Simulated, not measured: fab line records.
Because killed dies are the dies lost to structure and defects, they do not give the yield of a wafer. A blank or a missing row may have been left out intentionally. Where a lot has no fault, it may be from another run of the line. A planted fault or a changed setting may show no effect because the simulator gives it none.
The same fault as seen by 2 desks ; flow gf180mcu ; each desk holds nothing but its own numbers, with what lay behind them at the end

== AT THE TOOL OWNER'S DESK: pvd-sputter-01 ==
The tool's own readings at GF_M4_SPUTTER_02 (material AlCu, target thk 450 nm, time 23.9 s): means of the sampled wafers that have a number, for each lot that ran on this tool. If a lot's mean is further than 4 standard deviations from the usual mean, the lot is out of limits and carries the mark OUT (the distance appears in the brackets).
Columns: A = cathode-dc-power-W at GF_M4_SPUTTER_02, usual 10600 W; B = throttle-valve-pct at GF_M4_SPUTTER_02, usual 30.5 %
lot;first seen here;A;B
L151;day 27 00:32;10598;30.0
L152;day 27 02:42;10600;30.0
Finding of this desk: none of the 2 lots has anything out of limits.

== FROM THE METROLOGY DESK ==
Lot by lot, what the gauges showed, no matter which tool ran the lot: averages of those sampled wafers that carry a number. If a lot's mean is further than 4 standard deviations from the usual mean, the lot is out of limits and carries the mark OUT (the distance appears in the brackets).
Columns: A = V3_W_RS at GF_V3_RS_MEAS_24, usual 0.326 ohm/sq; B = V3_W_THK at GF_V3_THK_MEAS_25, usual 339 nm
lot;first seen here;A;B
L140;day 22 18:03;0.321;348
L142;day 23 11:49;0.327;334
L151;day 26 23:57;0.327;343
L152;day 27 02:05;0.328;342
L161;day 29 09:04;0.323;342
L162;day 29 19:28;0.324;338
Finding of this desk: none of the 6 lots has anything out of limits.

== ALL TOGETHER ==
Nothing out of limits was seen by the tool owner's desk.
From the metrology desk's view, nothing was out of limits.

== WHAT THE SIMULATOR PUT IN ==
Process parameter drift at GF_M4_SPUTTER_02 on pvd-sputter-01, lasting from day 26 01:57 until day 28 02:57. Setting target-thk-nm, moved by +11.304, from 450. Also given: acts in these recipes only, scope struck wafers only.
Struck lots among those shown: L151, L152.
